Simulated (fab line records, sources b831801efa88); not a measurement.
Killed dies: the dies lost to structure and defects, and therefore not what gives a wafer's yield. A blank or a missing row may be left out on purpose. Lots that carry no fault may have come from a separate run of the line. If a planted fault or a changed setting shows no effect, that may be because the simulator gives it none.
fab line records / flow sky130
[record] lots = 6 wafers = 18 last_day = 50
route steps=708 shown FIELD_ISO@3 PAD_OPEN@708
lots with no fault: from the same line, run without faults
start_h: the number of hours between the record's first day and the start of the first shown wafer of the lot / wait_h: hours elapsed since this lot's preceding step / " the same as in the row above / L1.1+2: a row that stands for several wafers / - either no value or no given start / * or withheld: withheld / < > ~ a bound
route shown NAME@n: a module of which the file shows steps, and the number in the route of the first / usual: the fault-free wafers' mean and standard deviation / same: alike in all rows / chamber/n: place in a boat / sites: the reading at each site / _std_site: the standard deviation of these / _edge_site: the outer-site mean with the inner-site mean subtracted / radius_mm: for every site, how far away it sits from the centre of the wafer / mask NAME#n: copy n / behind: the most recent tool/chamber to have shaped the wafer / hold: why the lot went on hold/how many hours it stayed there/how the hold came to an end / device: which transistor (n, p or np) failed to switch / end of line: tests run on the same wafers once the route is complete / for a step that has no rows: nothing shown but its recipe / killed: count of dies lost to structure and defects at first sort (not the wafer's yield) / map: shows each die of a wafer: x if killed, . if not, _ if none is there
set.NAME: the setting that was run; set.NAME@STEP: the one run at that earlier step / model.NAME: the simulator's own value behind a step, which no gauge read
lots at some steps of the route; a table a step, a row a wafer
services: from which hour (start_h, from the record's first day; less than 0 if before it) a tool's chamber was out of use, for how many hours, and why
[[steps]]
[step SKY_FIELD_ISO_THK_MEAS_02]
[recipe] reads = SiO2_of_FIELD_ISO_OXIDATION_01
[usual] FIELD_ISO_OXIDATION_00_THK = 12.2/0.31
lot.wafer=L320.1 tool=film_metro-01 chamber=- start_h=22.97 wait_h=0.0 FIELD_ISO_OXIDATION_00_THK[nm]=11.7
lot.wafer=L320.2 tool=film_metro-01 chamber=- start_h=22.97 wait_h=0.0 FIELD_ISO_OXIDATION_00_THK[nm]=11.8
lot.wafer=L320.5 tool=film_metro-01 chamber=- start_h=22.97 wait_h=0.0 FIELD_ISO_OXIDATION_00_THK[nm]=11.6
lot.wafer=L325.3 tool=film_metro-01 chamber=- start_h=47.60 wait_h=0.0 FIELD_ISO_OXIDATION_00_THK[nm]=12.3
lot.wafer=L325.4 tool=film_metro-01 chamber=- start_h=47.60 wait_h=0.0 FIELD_ISO_OXIDATION_00_THK[nm]=12.2
lot.wafer=L325.5 tool=film_metro-01 chamber=- start_h=47.60 wait_h=0.0 FIELD_ISO_OXIDATION_00_THK[nm]=12.2
lot.wafer=L334.2 tool=film_metro-02 chamber=- start_h=91.87 wait_h=0.0 FIELD_ISO_OXIDATION_00_THK[nm]=11.9
lot.wafer=L334.5 tool=film_metro-02 chamber=- start_h=91.87 wait_h=0.0 FIELD_ISO_OXIDATION_00_THK[nm]=11.9
lot.wafer=L334.6 tool=film_metro-02 chamber=- start_h=91.87 wait_h=0.0 FIELD_ISO_OXIDATION_00_THK[nm]=11.8
lot.wafer=L335.3 tool=film_metro-01 chamber=- start_h=96.65 wait_h=0.0 FIELD_ISO_OXIDATION_00_THK[nm]=11.8
lot.wafer=L335.4 tool=film_metro-01 chamber=- start_h=96.65 wait_h=0.0 FIELD_ISO_OXIDATION_00_THK[nm]=11.9
lot.wafer=L335.6 tool=film_metro-01 chamber=- start_h=96.65 wait_h=0.0 FIELD_ISO_OXIDATION_00_THK[nm]=11.9
lot.wafer=L338.3 tool=film_metro-04 chamber=- start_h=112.03 wait_h=0.0 FIELD_ISO_OXIDATION_00_THK[nm]=12.5
lot.wafer=L338.5 tool=film_metro-04 chamber=- start_h=112.03 wait_h=0.0 FIELD_ISO_OXIDATION_00_THK[nm]=12.5
lot.wafer=L338.6 tool=film_metro-04 chamber=- start_h=112.03 wait_h=0.0 FIELD_ISO_OXIDATION_00_THK[nm]=12.4
lot.wafer=L341.2 tool=film_metro-01 chamber=- start_h=127.88 wait_h=0.0 FIELD_ISO_OXIDATION_00_THK[nm]=12.4
lot.wafer=L341.3 tool=film_metro-01 chamber=- start_h=127.88 wait_h=0.0 FIELD_ISO_OXIDATION_00_THK[nm]=12.6
lot.wafer=L341.6 tool=film_metro-01 chamber=- start_h=127.88 wait_h=0.0 FIELD_ISO_OXIDATION_00_THK[nm]=12.5
[step SKY_FIELD_ISO_CVD_03]
[recipe] material = Si3N4 precursor = DCS/NH3 target_thk_nm = 165 temp_c = 770 time_s = 2830 pressure_mtorr = 250
[step SKY_FIELD_ISO_THK_MEAS_04]
[recipe] reads = Si3N4_of_FIELD_ISO_CVD_03
[usual] FIELD_ISO_CVD_03_THK = 165.5/1.4
lot.wafer=L320.1 tool=film_metro-02 chamber=- start_h=25.71 wait_h=0.0 FIELD_ISO_CVD_03_THK[nm]=165.0
lot.wafer=L320.2 tool=film_metro-02 chamber=- start_h=25.71 wait_h=0.0 FIELD_ISO_CVD_03_THK[nm]=164.6
lot.wafer=L320.5 tool=film_metro-02 chamber=- start_h=25.71 wait_h=0.0 FIELD_ISO_CVD_03_THK[nm]=165.2
lot.wafer=L325.3 tool=film_metro-02 chamber=- start_h=49.45 wait_h=0.0 FIELD_ISO_CVD_03_THK[nm]=168.1
lot.wafer=L325.4 tool=film_metro-02 chamber=- start_h=49.45 wait_h=0.0 FIELD_ISO_CVD_03_THK[nm]=167.9
lot.wafer=L325.5 tool=film_metro-02 chamber=- start_h=49.45 wait_h=0.0 FIELD_ISO_CVD_03_THK[nm]=166.4
lot.wafer=L334.2 tool=film_metro-01 chamber=- start_h=93.72 wait_h=0.0 FIELD_ISO_CVD_03_THK[nm]=166.0
lot.wafer=L334.5 tool=film_metro-01 chamber=- start_h=93.72 wait_h=0.0 FIELD_ISO_CVD_03_THK[nm]=166.9
lot.wafer=L334.6 tool=film_metro-01 chamber=- start_h=93.72 wait_h=0.0 FIELD_ISO_CVD_03_THK[nm]=164.7
lot.wafer=L335.3 tool=film_metro-01 chamber=- start_h=99.13 wait_h=0.0 FIELD_ISO_CVD_03_THK[nm]=164.5
lot.wafer=L335.4 tool=film_metro-01 chamber=- start_h=99.13 wait_h=0.0 FIELD_ISO_CVD_03_THK[nm]=165.0
lot.wafer=L335.6 tool=film_metro-01 chamber=- start_h=99.13 wait_h=0.0 FIELD_ISO_CVD_03_THK[nm]=164.3
lot.wafer=L338.3 tool=film_metro-01 chamber=- start_h=117.32 wait_h=0.0 FIELD_ISO_CVD_03_THK[nm]=165.3
lot.wafer=L338.5 tool=film_metro-01 chamber=- start_h=117.32 wait_h=0.0 FIELD_ISO_CVD_03_THK[nm]=165.4
lot.wafer=L338.6 tool=film_metro-01 chamber=- start_h=117.32 wait_h=0.0 FIELD_ISO_CVD_03_THK[nm]=166.3
lot.wafer=L341.2 tool=film_metro-01 chamber=- start_h=131.24 wait_h=0.0 FIELD_ISO_CVD_03_THK[nm]=167.1
lot.wafer=L341.3 tool=film_metro-01 chamber=- start_h=131.24 wait_h=0.0 FIELD_ISO_CVD_03_THK[nm]=166.7
lot.wafer=L341.6 tool=film_metro-01 chamber=- start_h=131.24 wait_h=0.0 FIELD_ISO_CVD_03_THK[nm]=166.6
[step SKY_FIELD_ISO_DEHYDRATE_05]
[recipe] temp_c = 200 time_s = 60
[step SKY_FIELD_ISO_HMDS_06]
[recipe] prime_time_s = 60 prime_temp_c = 120
[step SKY_FIELD_ISO_COAT_07]
[recipe] resist = BARC temp_c = withheld time_s = withheld spin_rpm = 3000 resist_thk_nm = 60
[step SKY_FIELD_ISO_COAT_08]
[recipe] resist = KrF-thick spin_rpm = 3000 resist_thk_nm = 450
[step SKY_FIELD_ISO_SOFTBAKE_09]
[recipe] temp_c = 100 time_s = 90 resist = KrF-thick
[step SKY_FIELD_ISO_EXPOSE_10]
[recipe] mask_id = FOM na = 0.68 source_shape = annular sigma_inner = 0.4 sigma_outer = 0.8 target_cd_nm = 150 dose_mj = 28
[step SKY_FIELD_ISO_PEB_11]
[recipe] peb_temp_c = withheld peb_time_s = withheld resist = KrF-thick
[step SKY_FIELD_ISO_DEVELOP_12]
[recipe] develop_time_s = 60 resist = KrF-thick dev_temp_c = 21
[step SKY_FIELD_ISO_CD_MEAS_13]
[recipe] target_cd_nm = 150
[usual] cd_nm = 150.4/1.5
lot.wafer=L320.1 tool=cd_sem-02 chamber=- start_h=40.80 wait_h=- cd_nm=151.0
lot.wafer=L320.2 tool=cd_sem-02 chamber=- start_h=40.80 wait_h=- cd_nm=149.8
lot.wafer=L320.5 tool=cd_sem-02 chamber=- start_h=40.80 wait_h=- cd_nm=151.2
lot.wafer=L325.3 tool=cd_sem-01 chamber=- start_h=64.94 wait_h=- cd_nm=151.8
lot.wafer=L325.4 tool=cd_sem-01 chamber=- start_h=64.94 wait_h=- cd_nm=150.6
lot.wafer=L325.5 tool=cd_sem-01 chamber=- start_h=64.94 wait_h=- cd_nm=149.0
lot.wafer=L334.2 tool=cd_sem-02 chamber=- start_h=111.25 wait_h=- cd_nm=151.6
lot.wafer=L334.5 tool=cd_sem-02 chamber=- start_h=111.25 wait_h=- cd_nm=152.9
lot.wafer=L334.6 tool=cd_sem-02 chamber=- start_h=111.25 wait_h=- cd_nm=151.5
lot.wafer=L335.3 tool=cd_sem-02 chamber=- start_h=116.54 wait_h=- cd_nm=149.2
lot.wafer=L335.4 tool=cd_sem-02 chamber=- start_h=116.54 wait_h=- cd_nm=148.9
lot.wafer=L335.6 tool=cd_sem-02 chamber=- start_h=116.54 wait_h=- cd_nm=147.9
lot.wafer=L338.3 tool=cd_sem-02 chamber=- start_h=135.97 wait_h=- cd_nm=151.2
lot.wafer=L338.5 tool=cd_sem-02 chamber=- start_h=135.97 wait_h=- cd_nm=150.4
lot.wafer=L338.6 tool=cd_sem-02 chamber=- start_h=135.97 wait_h=- cd_nm=150.9
lot.wafer=L341.2 tool=cd_sem-01 chamber=- start_h=150.37 wait_h=- cd_nm=153.1
lot.wafer=L341.3 tool=cd_sem-01 chamber=- start_h=150.37 wait_h=- cd_nm=154.7
lot.wafer=L341.6 tool=cd_sem-01 chamber=- start_h=150.37 wait_h=- cd_nm=154.0
[step SKY_FIELD_ISO_ETCH_14]
[recipe] chemistry = N2/H2 target = BARC ion_energy_ev = 200 source_w = 500 bias_w = 100 pressure_mtorr = 30 n2_flow_sccm = 100 h2_flow_sccm = 200 stop_on = SiO2 time_s = 45.9 target_depth_a = 600
[usual] drypump_motor_current_A = 5.7/0.54 oes_product_au = 0.856/0.0049 run_length_s = 74.3/0.38 throttle_valve_pct = 13.225/0.0095
lot.wafer=L320.1 tool=rie_diel-03 chamber=1 start_h=40.92 wait_h=0.1 drypump_motor_current_A=5.8 oes_product_au=0.855 rf_hours_counter_h=116 run_length_s=74.2 throttle_valve_pct=13.227 model.KrF-thick_of_FIELD_ISO_COAT_08.thk_nm=393.9
lot.wafer=L320.2 tool=rie_diel-03 chamber=2 start_h=40.92 wait_h=0.1 drypump_motor_current_A=5.7 oes_product_au=0.858 rf_hours_counter_h=38 run_length_s=74.1 throttle_valve_pct=13.220 model.KrF-thick_of_FIELD_ISO_COAT_08.thk_nm=394.8
lot.wafer=L320.5 tool=rie_diel-03 chamber=1 start_h=40.92 wait_h=0.1 drypump_motor_current_A=5.8 oes_product_au=0.852 rf_hours_counter_h=- run_length_s=74.1 throttle_valve_pct=13.232 model.KrF-thick_of_FIELD_ISO_COAT_08.thk_nm=395.1
lot.wafer=L325.3 tool=rie_diel-01 chamber=1 start_h=65.02 wait_h=0.1 drypump_motor_current_A=6.4 oes_product_au=0.858 rf_hours_counter_h=7 run_length_s=73.4 throttle_valve_pct=13.224 model.KrF-thick_of_FIELD_ISO_COAT_08.thk_nm=393.3
lot.wafer=L325.4 tool=rie_diel-01 chamber=3 start_h=65.02 wait_h=0.1 drypump_motor_current_A=5.8 oes_product_au=0.858 rf_hours_counter_h=96 run_length_s=74.0 throttle_valve_pct=13.213 model.KrF-thick_of_FIELD_ISO_COAT_08.thk_nm=393.4
lot.wafer=L325.5 tool=rie_diel-01 chamber=0 start_h=65.02 wait_h=0.1 drypump_motor_current_A=5.0 oes_product_au=0.859 rf_hours_counter_h=- run_length_s=74.6 throttle_valve_pct=13.223 model.KrF-thick_of_FIELD_ISO_COAT_08.thk_nm=393.5
lot.wafer=L334.2 tool=rie_diel-03 chamber=1 start_h=111.35 wait_h=0.1 drypump_motor_current_A=5.8 oes_product_au=0.921 rf_hours_counter_h=118 run_length_s=70.8 throttle_valve_pct=13.219 model.KrF-thick_of_FIELD_ISO_COAT_08.thk_nm=398.9
lot.wafer=L334.5 tool=rie_diel-03 chamber=2 start_h=111.35 wait_h=0.1 drypump_motor_current_A=5.7 oes_product_au=0.914 rf_hours_counter_h=- run_length_s=70.6 throttle_valve_pct=13.234 model.KrF-thick_of_FIELD_ISO_COAT_08.thk_nm=397
lot.wafer=L334.6 tool=rie_diel-03 chamber=3 start_h=111.35 wait_h=0.1 drypump_motor_current_A=4.8 oes_product_au=0.918 rf_hours_counter_h=- run_length_s=71.4 throttle_valve_pct=13.216 model.KrF-thick_of_FIELD_ISO_COAT_08.thk_nm=397
lot.wafer=L335.3 tool=rie_diel-03 chamber=2 start_h=116.62 wait_h=0.1 drypump_motor_current_A=5.7 oes_product_au=0.904 rf_hours_counter_h=40 run_length_s=71.0 throttle_valve_pct=13.240 model.KrF-thick_of_FIELD_ISO_COAT_08.thk_nm=394.8
lot.wafer=L335.4 tool=rie_diel-03 chamber=0 start_h=116.62 wait_h=0.1 drypump_motor_current_A=6.1 oes_product_au=0.913 rf_hours_counter_h=100 run_length_s=71.4 throttle_valve_pct=13.235 model.KrF-thick_of_FIELD_ISO_COAT_08.thk_nm=395
lot.wafer=L335.6 tool=rie_diel-03 chamber=2 start_h=116.62 wait_h=0.1 drypump_motor_current_A=5.7 oes_product_au=0.917 rf_hours_counter_h=- run_length_s=70.7 throttle_valve_pct=13.237 model.KrF-thick_of_FIELD_ISO_COAT_08.thk_nm=394.8
lot.wafer=L338.3 tool=rie_diel-01 chamber=0 start_h=136.05 wait_h=0.1 drypump_motor_current_A=4.9 oes_product_au=0.856 rf_hours_counter_h=6 run_length_s=74.0 throttle_valve_pct=13.228 model.KrF-thick_of_FIELD_ISO_COAT_08.thk_nm=395
lot.wafer=L338.5 tool=rie_diel-01 chamber=3 start_h=136.05 wait_h=0.1 drypump_motor_current_A=5.8 oes_product_au=0.858 rf_hours_counter_h=- run_length_s=74.3 throttle_valve_pct=13.230 model.KrF-thick_of_FIELD_ISO_COAT_08.thk_nm=393.1
lot.wafer=L338.6 tool=rie_diel-01 chamber=0 start_h=136.05 wait_h=0.1 drypump_motor_current_A=4.9 oes_product_au=0.857 rf_hours_counter_h=- run_length_s=74.7 throttle_valve_pct=13.238 model.KrF-thick_of_FIELD_ISO_COAT_08.thk_nm=392.3
lot.wafer=L341.2 tool=rie_diel-01 chamber=1 start_h=150.47 wait_h=0.1 drypump_motor_current_A=6.3 oes_product_au=0.852 rf_hours_counter_h=9 run_length_s=74.4 throttle_valve_pct=13.208 model.KrF-thick_of_FIELD_ISO_COAT_08.thk_nm=391.5
lot.wafer=L341.3 tool=rie_diel-01 chamber=2 start_h=150.47 wait_h=0.1 drypump_motor_current_A=4.7 oes_product_au=0.853 rf_hours_counter_h=5 run_length_s=74.7 throttle_valve_pct=13.222 model.KrF-thick_of_FIELD_ISO_COAT_08.thk_nm=392.2
lot.wafer=L341.6 tool=rie_diel-01 chamber=2 start_h=150.47 wait_h=0.1 drypump_motor_current_A=4.8 oes_product_au=0.859 rf_hours_counter_h=- run_length_s=74.7 throttle_valve_pct=13.221 model.KrF-thick_of_FIELD_ISO_COAT_08.thk_nm=391.3
[step SKY_FIELD_ISO_ETCH_15]
[recipe] chemistry = CHF3/O2 target_depth_nm = 180 stop_on = Si source_w = 600 bias_w = 200 pressure_mtorr = 40 chf3_flow_sccm = 50 O2_flow_sccm = 5 time_s = 72
[usual] O2_flow_sccm = 5.001/0.015 drypump_motor_current_A = 5.7/0.54 oes_product_au = 0.948/0.0064 run_length_s = 100.4/0.41 throttle_valve_pct = 8.844/0.0087
lot.wafer=L320.1 tool=rie_diel-03 chamber=1 start_h=40.97 wait_h=0.0 O2_flow_sccm=4.987 drypump_motor_current_A=5.8 oes_product_au=0.940 rf_hours_counter_h=116 run_length_s=100.9 throttle_valve_pct=8.854
lot.wafer=L320.2 tool=rie_diel-03 chamber=2 start_h=40.97 wait_h=0.0 O2_flow_sccm=5.010 drypump_motor_current_A=5.7 oes_product_au=0.939 rf_hours_counter_h=38 run_length_s=99.8 throttle_valve_pct=8.829
lot.wafer=L320.5 tool=rie_diel-03 chamber=1 start_h=40.97 wait_h=0.0 O2_flow_sccm=4.986 drypump_motor_current_A=5.8 oes_product_au=0.942 rf_hours_counter_h=- run_length_s=100.4 throttle_valve_pct=8.848
lot.wafer=L325.3 tool=rie_diel-01 chamber=1 start_h=65.07 wait_h=0.0 O2_flow_sccm=5.028 drypump_motor_current_A=6.4 oes_product_au=0.954 rf_hours_counter_h=7 run_length_s=99.6 throttle_valve_pct=8.836
lot.wafer=L325.4 tool=rie_diel-01 chamber=3 start_h=65.07 wait_h=0.0 O2_flow_sccm=5.000 drypump_motor_current_A=5.8 oes_product_au=0.951 rf_hours_counter_h=96 run_length_s=100.1 throttle_valve_pct=8.869
lot.wafer=L325.5 tool=rie_diel-01 chamber=0 start_h=65.07 wait_h=0.0 O2_flow_sccm=4.992 drypump_motor_current_A=4.9 oes_product_au=0.950 rf_hours_counter_h=- run_length_s=100.4 throttle_valve_pct=8.845
lot.wafer=L334.2 tool=rie_diel-03 chamber=1 start_h=111.40 wait_h=0.0 O2_flow_sccm=5.001 drypump_motor_current_A=5.8 oes_product_au=0.949 rf_hours_counter_h=118 run_length_s=100.6 throttle_valve_pct=8.866
lot.wafer=L334.5 tool=rie_diel-03 chamber=2 start_h=111.40 wait_h=0.0 O2_flow_sccm=5.006 drypump_motor_current_A=5.7 oes_product_au=0.956 rf_hours_counter_h=- run_length_s=100.4 throttle_valve_pct=8.846
lot.wafer=L334.6 tool=rie_diel-03 chamber=3 start_h=111.40 wait_h=0.0 O2_flow_sccm=4.975 drypump_motor_current_A=4.8 oes_product_au=0.944 rf_hours_counter_h=- run_length_s=101.3 throttle_valve_pct=8.842
lot.wafer=L335.3 tool=rie_diel-03 chamber=2 start_h=116.67 wait_h=0.0 O2_flow_sccm=4.979 drypump_motor_current_A=5.7 oes_product_au=0.950 rf_hours_counter_h=40 run_length_s=100.0 throttle_valve_pct=8.845
lot.wafer=L335.4 tool=rie_diel-03 chamber=0 start_h=116.67 wait_h=0.0 O2_flow_sccm=5.038 drypump_motor_current_A=6.1 oes_product_au=0.948 rf_hours_counter_h=100 run_length_s=100.4 throttle_valve_pct=8.849
lot.wafer=L335.6 tool=rie_diel-03 chamber=2 start_h=116.67 wait_h=0.0 O2_flow_sccm=4.978 drypump_motor_current_A=5.7 oes_product_au=0.941 rf_hours_counter_h=- run_length_s=99.9 throttle_valve_pct=8.847
lot.wafer=L338.3 tool=rie_diel-01 chamber=0 start_h=136.10 wait_h=0.0 O2_flow_sccm=4.989 drypump_motor_current_A=4.9 oes_product_au=0.950 rf_hours_counter_h=6 run_length_s=100.3 throttle_valve_pct=8.842
lot.wafer=L338.5 tool=rie_diel-01 chamber=3 start_h=136.10 wait_h=0.0 O2_flow_sccm=4.995 drypump_motor_current_A=5.8 oes_product_au=0.943 rf_hours_counter_h=- run_length_s=100.2 throttle_valve_pct=8.865
lot.wafer=L338.6 tool=rie_diel-01 chamber=0 start_h=136.10 wait_h=0.0 O2_flow_sccm=4.998 drypump_motor_current_A=4.9 oes_product_au=0.957 rf_hours_counter_h=- run_length_s=100.3 throttle_valve_pct=8.857
lot.wafer=L341.2 tool=rie_diel-01 chamber=1 start_h=150.52 wait_h=0.0 O2_flow_sccm=5.013 drypump_motor_current_A=6.4 oes_product_au=0.954 rf_hours_counter_h=9 run_length_s=99.6 throttle_valve_pct=8.843
lot.wafer=L341.3 tool=rie_diel-01 chamber=2 start_h=150.52 wait_h=0.0 O2_flow_sccm=4.981 drypump_motor_current_A=4.7 oes_product_au=0.952 rf_hours_counter_h=5 run_length_s=100.7 throttle_valve_pct=8.849
lot.wafer=L341.6 tool=rie_diel-01 chamber=2 start_h=150.52 wait_h=0.0 O2_flow_sccm=4.970 drypump_motor_current_A=4.8 oes_product_au=0.955 rf_hours_counter_h=- run_length_s=101.1 throttle_valve_pct=8.843
[step SKY_PAD_OPEN_PROBE_99]
[usual] killed_at_M0_to_M3 = 44/7 killed_at_M4_up = 3.2/1.8 killed_at_contacts = 24/5.1 killed_at_front_end = 15/4.3 killed_at_other = 0.3/0.5 killed_dies = 86/9.6 killed_open = 48/7.1 killed_short = 38/6.7
[same] gross_dies = 492 killed_at_back_side = 0
lot.wafer=L334.2 tool=prober-01 chamber=- start_h=1166.61 wait_h=0.1 killed_at_M0_to_M3=42 killed_at_M4_up=2 killed_at_contacts=22 killed_at_front_end=30 killed_at_other=0 killed_dies=96 killed_open=44 killed_short=52
lot.wafer=L334.5 tool=prober-01 chamber=- start_h=1166.76 wait_h=0.2 killed_at_M0_to_M3=39 killed_at_M4_up=5 killed_at_contacts=10 killed_at_front_end=14 killed_at_other=1 killed_dies=69 killed_open=37 killed_short=32
lot.wafer=L334.6 tool=prober-01 chamber=- start_h=1166.81 wait_h=0.2 killed_at_M0_to_M3=40 killed_at_M4_up=5 killed_at_contacts=33 killed_at_front_end=14 killed_at_other=0 killed_dies=92 killed_open=49 killed_short=42
lot.wafer=L335.3 tool=prober-02 chamber=- start_h=1174.28 wait_h=0.2 killed_at_M0_to_M3=46 killed_at_M4_up=3 killed_at_contacts=24 killed_at_front_end=11 killed_at_other=0 killed_dies=84 killed_open=35 killed_short=49
lot.wafer=L335.4 tool=prober-02 chamber=- start_h=1174.33 wait_h=0.2 killed_at_M0_to_M3=29 killed_at_M4_up=6 killed_at_contacts=18 killed_at_front_end=20 killed_at_other=1 killed_dies=74 killed_open=31 killed_short=43
lot.wafer=L335.6 tool=prober-02 chamber=- start_h=1174.43 wait_h=0.2 killed_at_M0_to_M3=36 killed_at_M4_up=0 killed_at_contacts=17 killed_at_front_end=16 killed_at_other=0 killed_dies=69 killed_open=41 killed_short=28
lot.wafer=L338.3 tool=prober-01 chamber=- start_h=1186.60 wait_h=0.2 killed_at_M0_to_M3=32 killed_at_M4_up=4 killed_at_contacts=37 killed_at_front_end=18 killed_at_other=0 killed_dies=91 killed_open=52 killed_short=39
lot.wafer=L338.5 tool=prober-01 chamber=- start_h=1186.70 wait_h=0.2 killed_at_M0_to_M3=37 killed_at_M4_up=4 killed_at_contacts=27 killed_at_front_end=8 killed_at_other=1 killed_dies=77 killed_open=43 killed_short=34
lot.wafer=L338.6 tool=prober-01 chamber=- start_h=1186.75 wait_h=0.2 killed_at_M0_to_M3=51 killed_at_M4_up=1 killed_at_contacts=24 killed_at_front_end=13 killed_at_other=0 killed_dies=89 killed_open=48 killed_short=41
lot.wafer=L341.2 tool=prober-02 chamber=- start_h=1203.20 wait_h=0.1 killed_at_M0_to_M3=44 killed_at_M4_up=4 killed_at_contacts=26 killed_at_front_end=10 killed_at_other=0 killed_dies=84 killed_open=57 killed_short=27
lot.wafer=L341.3 tool=prober-02 chamber=- start_h=1203.25 wait_h=0.2 killed_at_M0_to_M3=33 killed_at_M4_up=6 killed_at_contacts=30 killed_at_front_end=14 killed_at_other=1 killed_dies=84 killed_open=45 killed_short=39
lot.wafer=L341.6 tool=prober-02 chamber=- start_h=1203.40 wait_h=0.2 killed_at_M0_to_M3=49 killed_at_M4_up=6 killed_at_contacts=27 killed_at_front_end=21 killed_at_other=0 killed_dies=103 killed_open=60 killed_short=43
// killed by level:class
L334.2 CONTACT:geometric_particle:open=11 FIELD_ISO:geometric_particle:short=8 POLY_GATE:geometric_particle:short=8 FIELD_ISO:geometric_particle:open=6 METAL1:geometric_particle:short=6 VIA1:geometric_particle:open=6 VIA2:geometric_particle:open=6 METAL3:geometric_particle:short=6
L334.5 VIA1:geometric_particle:open=9 VIA3:geometric_particle:open=9 METAL1:geometric_particle:short=7 CONTACT:geometric_particle:open=6 FIELD_ISO:geometric_particle:short=5 VIA2:geometric_particle:open=5 METAL4:geometric_particle:short=4 METAL2:geometric_particle:short=4
L334.6 CONTACT:geometric_particle:open=11 VIA1:geometric_particle:open=10 LI_CONTACT:geometric_particle:open=8 METAL3:geometric_particle:short=6 CONTACT:geometric_particle:short=6 METAL2:geometric_particle:short=5 VIA3:geometric_particle:open=5 POLY_GATE:geometric_particle:open=4
L335.3 CONTACT:geometric_particle:open=13 METAL2:geometric_particle:short=9 FIELD_ISO:geometric_particle:short=7 METAL1:geometric_particle:short=7 VIA3:geometric_particle:open=6 LI_CONTACT:geometric_particle:short=5 VIA1:geometric_particle:short=5 VIA1:geometric_particle:open=5
L335.4 CONTACT:geometric_particle:open=7 METAL1:geometric_particle:short=7 FIELD_ISO:geometric_particle:short=5 POLY_GATE:geometric_particle:short=5 VIA1:geometric_particle:open=5 FIELD_ISO:geometric_particle:open=4 METAL4:geometric_particle:short=4 CONTACT:geometric_particle:short=4
L335.6 CONTACT:geometric_particle:open=7 VIA1:geometric_particle:open=7 METAL2:geometric_particle:short=7 LI_CONTACT:geometric_particle:open=5 VIA2:geometric_particle:open=5 POLY_GATE:geometric_particle:open=4 VIA3:geometric_particle:open=4 FIELD_ISO:geometric_particle:open=3
L338.3 LI_CONTACT:geometric_particle:open=13 CONTACT:geometric_particle:open=8 VIA1:geometric_particle:open=8 LOCAL_INTERCONNECT:geometric_particle:short=7 VIA3:geometric_particle:open=7 CONTACT:geometric_particle:short=6 FIELD_ISO:geometric_particle:open=4 POLY_GATE:geometric_particle:open=4
L338.5 VIA1:geometric_particle:open=11 LI_CONTACT:geometric_particle:open=8 CONTACT:geometric_particle:open=8 METAL2:geometric_particle:short=8 LOCAL_INTERCONNECT:geometric_particle:short=5 VIA2:geometric_particle:open=4 VIA3:geometric_particle:open=4 METAL4:geometric_particle:short=4
L338.6 VIA2:geometric_particle:open=11 CONTACT:geometric_particle:open=8 VIA1:geometric_particle:open=7 VIA3:geometric_particle:open=7 CONTACT:geometric_particle:short=6 VIA2:geometric_particle:short=6 LOCAL_INTERCONNECT:geometric_particle:short=5 METAL2:geometric_particle:short=5
L341.2 LI_CONTACT:geometric_particle:open=11 VIA2:geometric_particle:open=11 CONTACT:geometric_particle:open=8 VIA1:geometric_particle:open=7 METAL2:geometric_particle:open=5 VIA3:geometric_particle:open=5 METAL2:geometric_particle:short=4 VIA2:geometric_particle:short=4
L341.3 POLY_GATE:geometric_particle:open=8 LI_CONTACT:geometric_particle:open=8 LOCAL_INTERCONNECT:geometric_particle:short=8 VIA2:geometric_particle:open=7 VIA1:geometric_particle:open=7 CONTACT:geometric_particle:open=6 METAL4:geometric_particle:short=6 METAL1:geometric_particle:short=4
L341.6 CONTACT:geometric_particle:open=15 VIA1:geometric_particle:open=10 VIA3:geometric_particle:open=9 METAL1:geometric_particle:short=7 VIA2:geometric_particle:open=7 POLY_GATE:geometric_particle:open=6 LI_CONTACT:geometric_particle:open=6 POLY_GATE:geometric_particle:short=4
[[services]]
tool=rie_diel-03 chamber=3 start_h=58.23 hours=- kind=clean
tool=rie_diel-03 chamber=3 start_h=58.23 hours=16.8 kind=scheduled_down
tool=rie_diel-03 chamber=3 start_h=58.23 hours=16.8 kind=vent_cycle
tool=rie_diel-03 chamber=0 start_h=78.66 hours=6.0 kind=repair
tool=rie_diel-03 chamber=- start_h=120.30 hours=0.9 kind=repair
[[key]]
[first_sign] step = SKY_FIELD_ISO_ETCH_14 reading = oes_product_au direction = up sigmas = 12 usual = 0.856 struck = 0.915
[effect] step = SKY_FIELD_ISO_ETCH_14 reading = run_length_s direction = down sigmas = 9 usual = * struck = *
[model_effect] step = SKY_FIELD_ISO_ETCH_14 value = KrF-thick_of_FIELD_ISO_COAT_08.thk_nm without = 393.1 struck = 396.3
met_at SKY_FIELD_ISO_ETCH_14
struck_wafers L334.2,L334.5,L334.6,L335.3,L335.4,L335.6
tester_left_out L334,L335
onset_between 40.92 111.35
[fault] kind = process_parameter_drift tool = rie_diel-03 chamber = - onset_h = 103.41 steps = SKY_FIELD_ISO_ETCH_14 channel = time_s offset = * shape = step end_h = 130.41 acts_in = * stated = *
// tester_left_out: of these lots the tester's yield and bins aren't shown, on N5 and GAA mostly nor the transistor test; their killed dies are dies lost to structure and defects alone, not to doping, threshold or leakage, so they don't give the yield
